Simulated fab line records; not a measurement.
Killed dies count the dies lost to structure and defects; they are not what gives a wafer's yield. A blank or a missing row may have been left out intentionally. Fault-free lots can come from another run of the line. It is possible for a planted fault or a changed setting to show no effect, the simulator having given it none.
Which tool is to blame? / flow sky130 / Sampling: 24 lots, 72 wafers, 4 of 708 route steps

== WHAT THE GAUGES READ, wafer by wafer ==
SKY_METAL4_CD_MEAS_13 targets a cd of 300 nm. Usual: cd-nm reads 300.0 nm (standard deviation 1.2).
lot=L074; measured=day 42 02:16; on=cd-sem-01; cd-nm (nm)=299.9 299.8 299.1; flag=
lot=L075; measured=day 42 12:43; on=cd-sem-02; cd-nm (nm)=300.0 299.5 299.9; flag=
lot=L076; measured=day 42 18:22; on=cd-sem-02; cd-nm (nm)=298.3 298.5 299.6; flag=
lot=L077; measured=day 43 03:52; on=cd-sem-01; cd-nm (nm)=299.7 300.5 299.5; flag=
lot=L078; measured=day 43 06:25; on=cd-sem-02; cd-nm (nm)=300.1 301.4 302.0; flag=
lot=L079; measured=day 43 18:51; on=cd-sem-01; cd-nm (nm)=302.1 301.7 301.3; flag=
lot=L080; measured=day 43 20:18; on=cd-sem-01; cd-nm (nm)=300.0 301.5 300.7; flag=
lot=L081; measured=day 43 23:12; on=cd-sem-01; cd-nm (nm)=299.4 299.4 299.1; flag=
lot=L082; measured=day 44 07:09; on=cd-sem-01; cd-nm (nm)=298.6 299.6 299.7; flag=
lot=L083; measured=day 44 17:55; on=cd-sem-01; cd-nm (nm)=302.4 300.9 301.4; flag=
lot=L084; measured=day 44 18:31; on=cd-sem-01; cd-nm (nm)=298.6 299.5 300.4; flag=
lot=L085; measured=day 45 01:10; on=cd-sem-01; cd-nm (nm)=299.5 300.5 298.9; flag=
lot=L087; measured=day 45 14:03; on=cd-sem-01; cd-nm (nm)=300.0 298.1 299.9; flag=
lot=L086; measured=day 45 16:31; on=cd-sem-02; cd-nm (nm)=298.8 299.2 299.4; flag=
lot=L088; measured=day 45 16:55; on=cd-sem-01; cd-nm (nm)=300.9 301.0 300.8; flag=
lot=L089; measured=day 46 03:00; on=cd-sem-02; cd-nm (nm)=301.6 300.9 300.4; flag=
lot=L090; measured=day 46 10:22; on=cd-sem-02; cd-nm (nm)=300.4 301.2 301.6; flag=
lot=L091; measured=day 46 14:47; on=cd-sem-02; cd-nm (nm)=299.0 299.0 299.2; flag=
lot=L092; measured=day 46 16:59; on=cd-sem-02; cd-nm (nm)=299.4 300.3 300.5; flag=
lot=L093; measured=day 47 04:23; on=cd-sem-02; cd-nm (nm)=302.2 302.7 300.1; flag=
lot=L094; measured=day 47 08:37; on=cd-sem-01; cd-nm (nm)=298.7 300.0 299.6; flag=
lot=L095; measured=day 47 10:44; on=cd-sem-01; cd-nm (nm)=299.0 299.8 298.0; flag=
lot=L096; measured=day 47 18:08; on=cd-sem-01; cd-nm (nm)=297.7 297.8 298.7; flag=
lot=L097; measured=day 47 22:53; on=cd-sem-02; cd-nm (nm)=300.3 302.2 301.0; flag=

== TOOL THAT RAN EACH LOT (tool first, then ch and the chambers of the sampled wafers, then the start) ==
lot=L074; SKY_METAL2_STRIP_20=plasma-asher-02 ch 0, day 35 11:17; SKY_VIA3_STRIP_16=plasma-asher-02 ch 0,1, day 39 23:07; SKY_CAP2M_METAL_ETCH_13=rie-metal-02 ch 0,1, day 41 01:31
lot=L075; SKY_METAL2_STRIP_20=plasma-asher-02 ch 0, day 35 23:09; SKY_VIA3_STRIP_16=plasma-asher-02 ch 0, day 40 10:08; SKY_CAP2M_METAL_ETCH_13=rie-metal-02 ch 0,1, day 41 12:21
lot=L076; SKY_METAL2_STRIP_20=plasma-asher-04 ch 1, day 36 07:53; SKY_VIA3_STRIP_16=plasma-asher-02 ch 0,1, day 40 17:05; SKY_CAP2M_METAL_ETCH_13=rie-metal-02 ch 0,1, day 41 18:00
lot=L077; SKY_METAL2_STRIP_20=plasma-asher-02 ch 0,1, day 36 16:20; SKY_VIA3_STRIP_16=plasma-asher-04 ch 0,1, day 41 02:25; SKY_CAP2M_METAL_ETCH_13=rie-metal-02 ch 0,1, day 42 03:32
lot=L078; SKY_METAL2_STRIP_20=plasma-asher-04 ch 0, day 36 20:25; SKY_VIA3_STRIP_16=plasma-asher-02 ch 0,1, day 41 05:34; SKY_CAP2M_METAL_ETCH_13=rie-metal-02 ch 0,1, day 42 07:26
lot=L079; SKY_METAL2_STRIP_20=plasma-asher-04 ch 0,1, day 37 09:45; SKY_VIA3_STRIP_16=plasma-asher-01 ch 0, day 41 17:48; SKY_CAP2M_METAL_ETCH_13=rie-metal-01 ch 0,1, day 42 18:51
lot=L080; SKY_METAL2_STRIP_20=plasma-asher-01 ch 0,1, day 37 12:11; SKY_VIA3_STRIP_16=plasma-asher-02 ch 0,1, day 41 19:39; SKY_CAP2M_METAL_ETCH_13=rie-metal-02 ch 0,1, day 42 20:47
lot=L081; SKY_METAL2_STRIP_20=plasma-asher-04 ch 0,1, day 37 15:05; SKY_VIA3_STRIP_16=plasma-asher-02 ch 0,1, day 41 22:33; SKY_CAP2M_METAL_ETCH_13=rie-metal-01 ch 0,1, day 43 00:01
lot=L082; SKY_METAL2_STRIP_20=plasma-asher-02 ch 0,1, day 37 22:58; SKY_VIA3_STRIP_16=plasma-asher-01 ch 0,1, day 42 07:11; SKY_CAP2M_METAL_ETCH_13=rie-metal-04 ch 1, day 43 07:31
lot=L083; SKY_METAL2_STRIP_20=plasma-asher-02 ch 0,1, day 38 09:34; SKY_VIA3_STRIP_16=plasma-asher-04 ch 0,1, day 42 17:20; SKY_CAP2M_METAL_ETCH_13=rie-metal-04 ch 1, day 43 18:42
lot=L084; SKY_METAL2_STRIP_20=plasma-asher-04 ch 0,1, day 38 11:28; SKY_VIA3_STRIP_16=plasma-asher-01 ch 0,1, day 42 17:41; SKY_CAP2M_METAL_ETCH_13=rie-metal-02 ch 0, day 43 18:58
lot=L085; SKY_METAL2_STRIP_20=plasma-asher-01 ch 0,1, day 38 20:27; SKY_VIA3_STRIP_16=plasma-asher-04 ch 0,1, day 43 02:00; SKY_CAP2M_METAL_ETCH_13=rie-metal-04 ch 0,1, day 44 02:25
lot=L087; SKY_METAL2_STRIP_20=plasma-asher-02 ch 0,1, day 39 09:24; SKY_VIA3_STRIP_16=plasma-asher-02 ch 0,1, day 43 15:35; SKY_CAP2M_METAL_ETCH_13=rie-metal-02 ch 0,1, day 44 15:34
lot=L086; SKY_METAL2_STRIP_20=plasma-asher-01 ch 0,1, day 39 11:43; SKY_VIA3_STRIP_16=plasma-asher-01 ch 0,1, day 43 17:22; SKY_CAP2M_METAL_ETCH_13=rie-metal-04 ch 0,1, day 44 17:46
lot=L088; SKY_METAL2_STRIP_20=plasma-asher-02 ch 0,1, day 39 12:05; SKY_VIA3_STRIP_16=plasma-asher-04 ch 0,1, day 43 17:43; SKY_CAP2M_METAL_ETCH_13=rie-metal-01 ch 0,1, day 44 18:16
lot=L089; SKY_METAL2_STRIP_20=plasma-asher-02 ch 0,1, day 40 02:54; SKY_VIA3_STRIP_16=plasma-asher-04 ch 0,1, day 44 05:49; SKY_CAP2M_METAL_ETCH_13=rie-metal-01 ch 0,1, day 45 05:19
lot=L090; SKY_METAL2_STRIP_20=plasma-asher-01 ch 0, day 40 09:20; SKY_VIA3_STRIP_16=plasma-asher-01 ch 1, day 44 13:15; SKY_CAP2M_METAL_ETCH_13=rie-metal-01 ch 0,1, day 45 12:52
lot=L091; SKY_METAL2_STRIP_20=plasma-asher-02 ch 0,1, day 40 12:21; SKY_VIA3_STRIP_16=plasma-asher-04 ch 0,1, day 44 17:08; SKY_CAP2M_METAL_ETCH_13=rie-metal-01 ch 0,1, day 45 16:43
lot=L092; SKY_METAL2_STRIP_20=plasma-asher-02 ch 0,1, day 40 18:20; SKY_VIA3_STRIP_16=plasma-asher-01 ch 0,1, day 44 20:21; SKY_CAP2M_METAL_ETCH_13=rie-metal-02 ch 0,1, day 45 19:31
lot=L093; SKY_METAL2_STRIP_20=plasma-asher-04 ch 0,1, day 41 08:04; SKY_VIA3_STRIP_16=plasma-asher-02 ch 0,1, day 45 08:48; SKY_CAP2M_METAL_ETCH_13=rie-metal-01 ch 0,1, day 46 07:36
lot=L094; SKY_METAL2_STRIP_20=plasma-asher-04 ch 0,1, day 41 10:58; SKY_VIA3_STRIP_16=plasma-asher-01 ch 0,1, day 45 13:04; SKY_CAP2M_METAL_ETCH_13=rie-metal-02 ch 0,1, day 46 12:16
lot=L095; SKY_METAL2_STRIP_20=plasma-asher-01 ch 0, day 41 13:19; SKY_VIA3_STRIP_16=plasma-asher-04 ch 0, day 45 15:12; SKY_CAP2M_METAL_ETCH_13=rie-metal-02 ch 0,1, day 46 13:23
lot=L096; SKY_METAL2_STRIP_20=plasma-asher-01 ch 0,1, day 41 21:39; SKY_VIA3_STRIP_16=plasma-asher-01 ch 0,1, day 45 22:10; SKY_CAP2M_METAL_ETCH_13=rie-metal-01 ch 1, day 46 20:53
lot=L097; SKY_METAL2_STRIP_20=plasma-asher-04 ch 0,1, day 42 06:56; SKY_VIA3_STRIP_16=plasma-asher-01 ch 0,1, day 46 05:03; SKY_CAP2M_METAL_ETCH_13=rie-metal-01 ch 0,1, day 47 02:40
- SKY_METAL2_STRIP_20: strips in O2/N2.
- SKY_VIA3_STRIP_16: strips in O2/N2.
- SKY_CAP2M_METAL_ETCH_13: etches TiN in Cl2/BCl3, stops on SiO2, target depth 220 nm, time 62.9 s.

== WHAT THE TOOLS THEMSELVES READ (means of the sampled wafers that have a number; where no wafer has one, the mark that the record gives instead) ==
SKY_METAL2_STRIP_20. Usual: drypump-motor-current-A 6.0 A, standard deviation 0.43; oes-product-au 0.346 a.u., standard deviation 0.0047; strip-time-to-endpoint-s 2.75 s, standard deviation 0.051.
lot=L074; tool=plasma-asher-02; drypump-motor-current-A (A)=6.0; oes-product-au (a.u.)=0.344; strip-time-to-endpoint-s (s)=2.70; flag=
lot=L075; tool=plasma-asher-02; drypump-motor-current-A (A)=6.0; oes-product-au (a.u.)=0.341; strip-time-to-endpoint-s (s)=2.73; flag=
lot=L076; tool=plasma-asher-04; drypump-motor-current-A (A)=5.8; oes-product-au (a.u.)=0.348; strip-time-to-endpoint-s (s)=2.78; flag=
lot=L077; tool=plasma-asher-02; drypump-motor-current-A (A)=5.6; oes-product-au (a.u.)=0.351; strip-time-to-endpoint-s (s)=2.81; flag=
lot=L078; tool=plasma-asher-04; drypump-motor-current-A (A)=6.4; oes-product-au (a.u.)=0.346; strip-time-to-endpoint-s (s)=2.77; flag=
lot=L079; tool=plasma-asher-04; drypump-motor-current-A (A)=6.2; oes-product-au (a.u.)=0.346; strip-time-to-endpoint-s (s)=2.72; flag=
lot=L080; tool=plasma-asher-01; drypump-motor-current-A (A)=6.6; oes-product-au (a.u.)=0.344; strip-time-to-endpoint-s (s)=2.73; flag=
lot=L081; tool=plasma-asher-04; drypump-motor-current-A (A)=6.0; oes-product-au (a.u.)=0.347; strip-time-to-endpoint-s (s)=2.81; flag=
lot=L082; tool=plasma-asher-02; drypump-motor-current-A (A)=5.6; oes-product-au (a.u.)=0.347; strip-time-to-endpoint-s (s)=2.78; flag=
lot=L083; tool=plasma-asher-02; drypump-motor-current-A (A)=5.6; oes-product-au (a.u.)=0.345; strip-time-to-endpoint-s (s)=2.77; flag=
lot=L084; tool=plasma-asher-04; drypump-motor-current-A (A)=6.2; oes-product-au (a.u.)=0.345; strip-time-to-endpoint-s (s)=2.72; flag=
lot=L085; tool=plasma-asher-01; drypump-motor-current-A (A)=6.4; oes-product-au (a.u.)=0.344; strip-time-to-endpoint-s (s)=2.73; flag=
lot=L087; tool=plasma-asher-02; drypump-motor-current-A (A)=5.6; oes-product-au (a.u.)=0.346; strip-time-to-endpoint-s (s)=2.73; flag=
lot=L086; tool=plasma-asher-01; drypump-motor-current-A (A)=6.6; oes-product-au (a.u.)=0.344; strip-time-to-endpoint-s (s)=2.70; flag=
lot=L088; tool=plasma-asher-02; drypump-motor-current-A (A)=5.8; oes-product-au (a.u.)=0.349; strip-time-to-endpoint-s (s)=2.81; flag=
lot=L089; tool=plasma-asher-02; drypump-motor-current-A (A)=5.8; oes-product-au (a.u.)=0.350; strip-time-to-endpoint-s (s)=2.74; flag=
lot=L090; tool=plasma-asher-01; drypump-motor-current-A (A)=6.7; oes-product-au (a.u.)=0.339; strip-time-to-endpoint-s (s)=2.71; flag=
lot=L091; tool=plasma-asher-02; drypump-motor-current-A (A)=5.6; oes-product-au (a.u.)=0.348; strip-time-to-endpoint-s (s)=2.81; flag=
lot=L092; tool=plasma-asher-02; drypump-motor-current-A (A)=5.8; oes-product-au (a.u.)=0.343; strip-time-to-endpoint-s (s)=2.72; flag=
lot=L093; tool=plasma-asher-04; drypump-motor-current-A (A)=6.2; oes-product-au (a.u.)=0.346; strip-time-to-endpoint-s (s)=2.71; flag=
lot=L094; tool=plasma-asher-04; drypump-motor-current-A (A)=6.1; oes-product-au (a.u.)=0.349; strip-time-to-endpoint-s (s)=2.76; flag=
lot=L095; tool=plasma-asher-01; drypump-motor-current-A (A)=6.7; oes-product-au (a.u.)=0.345; strip-time-to-endpoint-s (s)=2.83; flag=
lot=L096; tool=plasma-asher-01; drypump-motor-current-A (A)=6.6; oes-product-au (a.u.)=0.342; strip-time-to-endpoint-s (s)=2.67; flag=
lot=L097; tool=plasma-asher-04; drypump-motor-current-A (A)=6.0; oes-product-au (a.u.)=0.346; strip-time-to-endpoint-s (s)=2.80; flag=

SKY_VIA3_STRIP_16. Usual: drypump-motor-current-A 6.1 A, standard deviation 0.44; oes-product-au 0.402 a.u., standard deviation 0.0052; strip-time-to-endpoint-s 4.143 s, standard deviation 0.025.
lot=L074; tool=plasma-asher-02; drypump-motor-current-A (A)=5.6; oes-product-au (a.u.)=0.401; strip-time-to-endpoint-s (s)=4.152; flag=
lot=L075; tool=plasma-asher-02; drypump-motor-current-A (A)=6.0; oes-product-au (a.u.)=0.400; strip-time-to-endpoint-s (s)=4.125; flag=
lot=L076; tool=plasma-asher-02; drypump-motor-current-A (A)=5.6; oes-product-au (a.u.)=0.406; strip-time-to-endpoint-s (s)=4.131; flag=
lot=L077; tool=plasma-asher-04; drypump-motor-current-A (A)=6.0; oes-product-au (a.u.)=0.401; strip-time-to-endpoint-s (s)=4.180; flag=
lot=L078; tool=plasma-asher-02; drypump-motor-current-A (A)=5.6; oes-product-au (a.u.)=0.401; strip-time-to-endpoint-s (s)=4.130; flag=
lot=L079; tool=plasma-asher-01; drypump-motor-current-A (A)=6.7; oes-product-au (a.u.)=0.399; strip-time-to-endpoint-s (s)=4.156; flag=
lot=L080; tool=plasma-asher-02; drypump-motor-current-A (A)=5.8; oes-product-au (a.u.)=0.400; strip-time-to-endpoint-s (s)=4.140; flag=
lot=L081; tool=plasma-asher-02; drypump-motor-current-A (A)=5.8; oes-product-au (a.u.)=0.399; strip-time-to-endpoint-s (s)=4.155; flag=
lot=L082; tool=plasma-asher-01; drypump-motor-current-A (A)=6.6; oes-product-au (a.u.)=0.402; strip-time-to-endpoint-s (s)=4.156; flag=
lot=L083; tool=plasma-asher-04; drypump-motor-current-A (A)=6.0; oes-product-au (a.u.)=0.404; strip-time-to-endpoint-s (s)=4.110; flag=
lot=L084; tool=plasma-asher-01; drypump-motor-current-A (A)=6.5; oes-product-au (a.u.)=0.403; strip-time-to-endpoint-s (s)=4.154; flag=
lot=L085; tool=plasma-asher-04; drypump-motor-current-A (A)=6.2; oes-product-au (a.u.)=0.404; strip-time-to-endpoint-s (s)=4.140; flag=
lot=L087; tool=plasma-asher-02; drypump-motor-current-A (A)=5.6; oes-product-au (a.u.)=0.397; strip-time-to-endpoint-s (s)=4.157; flag=
lot=L086; tool=plasma-asher-01; drypump-motor-current-A (A)=6.6; oes-product-au (a.u.)=0.395; strip-time-to-endpoint-s (s)=4.124; flag=
lot=L088; tool=plasma-asher-04; drypump-motor-current-A (A)=6.0; oes-product-au (a.u.)=0.404; strip-time-to-endpoint-s (s)=4.132; flag=
lot=L089; tool=plasma-asher-04; drypump-motor-current-A (A)=6.2; oes-product-au (a.u.)=0.400; strip-time-to-endpoint-s (s)=4.152; flag=
lot=L090; tool=plasma-asher-01; drypump-motor-current-A (A)=6.4; oes-product-au (a.u.)=0.403; strip-time-to-endpoint-s (s)=4.114; flag=
lot=L091; tool=plasma-asher-04; drypump-motor-current-A (A)=6.2; oes-product-au (a.u.)=0.410; strip-time-to-endpoint-s (s)=4.142; flag=
lot=L092; tool=plasma-asher-01; drypump-motor-current-A (A)=6.6; oes-product-au (a.u.)=0.404; strip-time-to-endpoint-s (s)=4.145; flag=
lot=L093; tool=plasma-asher-02; drypump-motor-current-A (A)=5.8; oes-product-au (a.u.)=0.403; strip-time-to-endpoint-s (s)=4.142; flag=
lot=L094; tool=plasma-asher-01; drypump-motor-current-A (A)=6.6; oes-product-au (a.u.)=0.403; strip-time-to-endpoint-s (s)=4.124; flag=
lot=L095; tool=plasma-asher-04; drypump-motor-current-A (A)=6.4; oes-product-au (a.u.)=0.399; strip-time-to-endpoint-s (s)=4.155; flag=
lot=L096; tool=plasma-asher-01; drypump-motor-current-A (A)=6.6; oes-product-au (a.u.)=0.397; strip-time-to-endpoint-s (s)=4.123; flag=
lot=L097; tool=plasma-asher-01; drypump-motor-current-A (A)=6.6; oes-product-au (a.u.)=0.404; strip-time-to-endpoint-s (s)=4.148; flag=

SKY_CAP2M_METAL_ETCH_13. Usual: drypump-motor-current-A 5.5 A, standard deviation 0.42; oes-product-au 0.943 a.u., standard deviation 0.0082; throttle-valve-pct 21.899 %, standard deviation 0.011.
lot=L074; tool=rie-metal-02; drypump-motor-current-A (A)=5.8; oes-product-au (a.u.)=0.941; throttle-valve-pct (%)=21.907; flag=
lot=L075; tool=rie-metal-02; drypump-motor-current-A (A)=5.8; oes-product-au (a.u.)=0.952; throttle-valve-pct (%)=21.889; flag=
lot=L076; tool=rie-metal-02; drypump-motor-current-A (A)=5.8; oes-product-au (a.u.)=0.941; throttle-valve-pct (%)=21.907; flag=
lot=L077; tool=rie-metal-02; drypump-motor-current-A (A)=5.8; oes-product-au (a.u.)=0.933; throttle-valve-pct (%)=21.906; flag=
lot=L078; tool=rie-metal-02; drypump-motor-current-A (A)=5.6; oes-product-au (a.u.)=0.947; throttle-valve-pct (%)=21.896; flag=
lot=L079; tool=rie-metal-01; drypump-motor-current-A (A)=5.1; oes-product-au (a.u.)=0.943; throttle-valve-pct (%)=21.897; flag=
lot=L080; tool=rie-metal-02; drypump-motor-current-A (A)=5.6; oes-product-au (a.u.)=0.947; throttle-valve-pct (%)=21.898; flag=
lot=L081; tool=rie-metal-01; drypump-motor-current-A (A)=5.5; oes-product-au (a.u.)=0.938; throttle-valve-pct (%)=21.902; flag=
lot=L082; tool=rie-metal-04; drypump-motor-current-A (A)=5.4; oes-product-au (a.u.)=0.949; throttle-valve-pct (%)=21.902; flag=
lot=L083; tool=rie-metal-04; drypump-motor-current-A (A)=5.4; oes-product-au (a.u.)=0.946; throttle-valve-pct (%)=21.898; flag=
lot=L084; tool=rie-metal-02; drypump-motor-current-A (A)=5.5; oes-product-au (a.u.)=0.944; throttle-valve-pct (%)=21.898; flag=
lot=L085; tool=rie-metal-04; drypump-motor-current-A (A)=5.5; oes-product-au (a.u.)=0.936; throttle-valve-pct (%)=21.902; flag=
lot=L087; tool=rie-metal-02; drypump-motor-current-A (A)=5.6; oes-product-au (a.u.)=0.941; throttle-valve-pct (%)=21.904; flag=
lot=L086; tool=rie-metal-04; drypump-motor-current-A (A)=5.6; oes-product-au (a.u.)=0.948; throttle-valve-pct (%)=21.890; flag=
lot=L088; tool=rie-metal-01; drypump-motor-current-A (A)=5.1; oes-product-au (a.u.)=0.942; throttle-valve-pct (%)=21.900; flag=
lot=L089; tool=rie-metal-01; drypump-motor-current-A (A)=5.1; oes-product-au (a.u.)=0.951; throttle-valve-pct (%)=21.886; flag=
lot=L090; tool=rie-metal-01; drypump-motor-current-A (A)=5.5; oes-product-au (a.u.)=0.939; throttle-valve-pct (%)=21.910; flag=
lot=L091; tool=rie-metal-01; drypump-motor-current-A (A)=5.2; oes-product-au (a.u.)=0.935; throttle-valve-pct (%)=21.905; flag=
lot=L092; tool=rie-metal-02; drypump-motor-current-A (A)=5.6; oes-product-au (a.u.)=0.944; throttle-valve-pct (%)=21.893; flag=
lot=L093; tool=rie-metal-01; drypump-motor-current-A (A)=5.5; oes-product-au (a.u.)=0.942; throttle-valve-pct (%)=21.899; flag=
lot=L094; tool=rie-metal-02; drypump-motor-current-A (A)=5.7; oes-product-au (a.u.)=0.944; throttle-valve-pct (%)=21.908; flag=
lot=L095; tool=rie-metal-02; drypump-motor-current-A (A)=5.8; oes-product-au (a.u.)=0.950; throttle-valve-pct (%)=21.890; flag=
lot=L096; tool=rie-metal-01; drypump-motor-current-A (A)=5.9; oes-product-au (a.u.)=0.939; throttle-valve-pct (%)=21.895; flag=
lot=L097; tool=rie-metal-01; drypump-motor-current-A (A)=5.1; oes-product-au (a.u.)=0.939; throttle-valve-pct (%)=21.909; flag=

== THE ANSWER, worked out from the rows above alone ==
Rule: a lot counts as off when the mean over its wafers that have a number is more than 3 standard deviations away from the usual mean. A lot without any number at a reading at which 4 lots or more have one is off too. The other lots that the step has rows for count as sound. The gauges are gone through in route order, then the tools' own readings, and for those a lot's mean is taken as printed above. At the first step where some lot is off, the reading lying furthest off is the one used; lots without a number count as furthest.
Across all readings shown, no lot is off: no conclusion can be drawn from this.

== WHAT THE SIMULATOR HAD PUT IN ==
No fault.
